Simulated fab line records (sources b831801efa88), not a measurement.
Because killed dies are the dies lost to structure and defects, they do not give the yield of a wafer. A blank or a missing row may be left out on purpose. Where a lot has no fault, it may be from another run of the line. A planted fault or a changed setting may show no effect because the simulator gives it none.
What tool caused it? | flow sky130 | 13 lots, 39 wafers sampled, at 5 steps of a route of 708

== WHAT EACH GAUGE READ, for each wafer ==
SKY_VT_ADJUST_HVTR_OVL_MEAS_08.
lot  | measured     | on         | VT_ADJUST_HVTR_OVL (nm)
L579 | day 9 11:43  | overlay-02 | 1.9 1.9 0.0
L581 | day 10 03:22 | overlay-01 | -1.7 -0.4 -1.4
L582 | day 10 07:06 | overlay-02 | 0.2 0.2 1.6
L584 | day 10 20:31 | overlay-01 | -2.6 -1.0 -0.3
L586 | day 11 14:28 | overlay-02 | -2.3 -2.1 -1.1
L587 | day 11 22:34 | overlay-02 | 1.7 1.3 1.9
L589 | day 12 12:31 | overlay-01 | -1.2 -0.3 0.8
L590 | day 12 15:46 | overlay-02 | -1.3 -0.2 -0.3
L591 | day 13 03:50 | overlay-01 | 0.1 0.0 1.2
L593 | day 13 22:52 | overlay-01 | 0.9 2.9 1.1
L594 | day 13 23:10 | overlay-01 | 0.3 1.6 -0.2
L598 | day 15 10:34 | overlay-01 | 1.7 1.7 1.3
L600 | day 16 03:56 | overlay-01 | -3.6 -1.3 -1.9

SKY_POLY_GATE_CD_MEAS_13: target cd 150 nm.
lot  | measured     | on       | cdNm (nm)
L579 | day 16 08:59 | cdSem-02 | 149.3 149.7 150.3
L581 | day 17 04:58 | cdSem-01 | 148.6 147.8 148.7
L582 | day 17 09:38 | cdSem-01 | 150.8 151.7 150.0
L584 | day 18 01:36 | cdSem-01 | 150.3 150.2 149.7
L586 | day 19 03:29 | cdSem-01 | 145.9 146.6 145.8
L587 | day 19 08:02 | cdSem-02 | 148.6 149.1 148.9
L589 | day 20 02:23 | cdSem-02 | 148.9 149.0 149.2
L590 | day 20 08:48 | cdSem-01 | 146.1 147.0 147.4
L591 | day 21 00:00 | cdSem-02 | 149.4 150.1 149.9
L593 | day 21 20:47 | cdSem-01 | 149.6 148.5 148.3
L594 | day 21 20:05 | cdSem-02 | 149.8 149.8 150.7
L598 | day 23 12:21 | cdSem-02 | 152.5 152.6 152.4
L600 | day 24 01:44 | cdSem-02 | 149.8 150.0 150.5

SKY_LDD_P_CD_MEAS_07: target cd 380 nm.
lot  | measured     | on       | cdNm (nm)
L579 | day 18 22:06 | cdSem-02 | 381.5 387.0 384.0
L581 | day 19 21:53 | cdSem-02 | 379.5 380.7 380.3
L582 | day 20 01:56 | cdSem-01 | 379.1 377.2 379.9
L584 | day 20 17:37 | cdSem-02 | 375.8 372.5 373.9
L586 | day 21 21:23 | cdSem-01 | 379.0 378.4 380.2
L587 | day 22 00:11 | cdSem-01 | 379.4 380.8 380.7
L589 | day 22 17:53 | cdSem-02 | 380.9 381.4 381.2
L590 | day 23 00:46 | cdSem-01 | 380.0 381.1 382.6
L591 | day 23 15:37 | cdSem-02 | 381.0 379.8 380.8
L593 | day 24 12:24 | cdSem-02 | 376.0 379.6 376.0
L594 | day 24 11:45 | cdSem-02 | 379.6 376.9 377.2
L598 | day 26 03:34 | cdSem-02 | 383.3 381.5 381.7
L600 | day 26 16:22 | cdSem-01 | 377.5 377.4 379.1

SKY_LDD_LDN_TW_MEAS_13.
lot  | measured     | on           | LDD_LDN_TW
L579 | day 22 19:07 | filmMetro-04 | 1487 1489 1481
L581 | day 23 18:47 | filmMetro-01 | 1505 1497 1499
L582 | day 23 22:16 | filmMetro-01 | 1500 1500 1501
L584 | day 24 13:45 | filmMetro-02 | 1481 1488 1483
L586 | day 25 16:16 | filmMetro-01 | 1512 1511 1503
L587 | day 25 17:25 | filmMetro-01 | 1505 1508 1511
L589 | day 26 12:05 | filmMetro-04 | 1488 1494 1494
L590 | day 26 18:48 | filmMetro-04 | 1486 1489 1490
L591 | day 27 09:15 | filmMetro-01 | 1511 1501 1498
L593 | day 28 06:48 | filmMetro-02 | 1567 1571 1578
L594 | day 28 04:55 | filmMetro-01 | 1495 1504 1498
L598 | day 29 18:15 | filmMetro-04 | 1591 1584 1582
L600 | day 30 09:11 | filmMetro-01 | 1603 1596 1613

== TOOL THAT RAN EACH LOT (tool first, then ch and the chambers of the sampled wafers, then the start) ==
lot  | SKY_LDD_LDN_IMPLANT_09
L579 | implanter-03 ch 0, day 22 18:34
L581 | implanter-02 ch 0, day 23 18:16
L582 | implanter-03 ch 0, day 23 21:43
L584 | implanter-03 ch 0, day 24 13:13
L586 | implanter-03 ch 0, day 25 15:43
L587 | implanter-02 ch 0, day 25 16:52
L589 | implanter-03 ch 0, day 26 11:32
L590 | implanter-03 ch 0, day 26 18:16
L591 | implanter-04 ch 0, day 27 08:43
L593 | implanter-02 ch 0, day 28 05:56
L594 | implanter-04 ch 0, day 28 04:22
L598 | implanter-04 ch 0, day 29 17:24
L600 | implanter-02 ch 0, day 30 08:22
- SKY_LDD_LDN_IMPLANT_09

== WHAT THE TOOLS THEMSELVES READ (means of the sampled wafers that have a number; where no wafer has one, the mark that the record gives instead) ==
SKY_LDD_LDN_IMPLANT_09.
lot  | tool         | beamEnergyKeV
L579 | implanter-03 | 14.999
L581 | implanter-02 | 15.001
L582 | implanter-03 | 15.003
L584 | implanter-03 | 15.006
L586 | implanter-03 | 15.006
L587 | implanter-02 | 14.998
L589 | implanter-03 | 15.002
L590 | implanter-03 | 15.004
L591 | implanter-04 | 14.999
L593 | implanter-02 | 14.996
L594 | implanter-04 | 15.000
L598 | implanter-04 | 15.000
L600 | implanter-02 | 14.999

== THE ANSWER, worked out from the rows above alone ==
Rule: the usual values come from the lots themselves. Put in order of their means at a reading, lots are off if they are a third of the lots or fewer, leave a main group of 4 or more, and stand apart from it by a gap of 3 or more times the standard deviation of the main group's means; of several such gaps the widest counts. If all means in a main group match to the digits the tables above print for the reading, that group is not used. A lot without any number at a reading at which 4 lots or more have one is off too. Any other lot the step has rows for is counted as sound. The gauges are gone through in route order, then the tools' own readings, and for those a lot's mean is taken as printed above. The first step at which some lot is off is used, and at that step the reading that is off furthest; a lot without a number counts as furthest.
Off: L593, L598, L600, seen at SKY_LDD_LDN_TW_MEAS_13 (LDD_LDN_TW). The main group: mean 1497, standard deviation 8.5.
If a tool, at a process step before that reading, ran all the lots that are off and no sound lot after the first of them, it fits. Those tools and the gauges at SKY_LDD_LDN_TW_MEAS_13 are tried in the same way. No candidate that was tried fits.

== WHAT THE SIMULATOR PUT IN ==
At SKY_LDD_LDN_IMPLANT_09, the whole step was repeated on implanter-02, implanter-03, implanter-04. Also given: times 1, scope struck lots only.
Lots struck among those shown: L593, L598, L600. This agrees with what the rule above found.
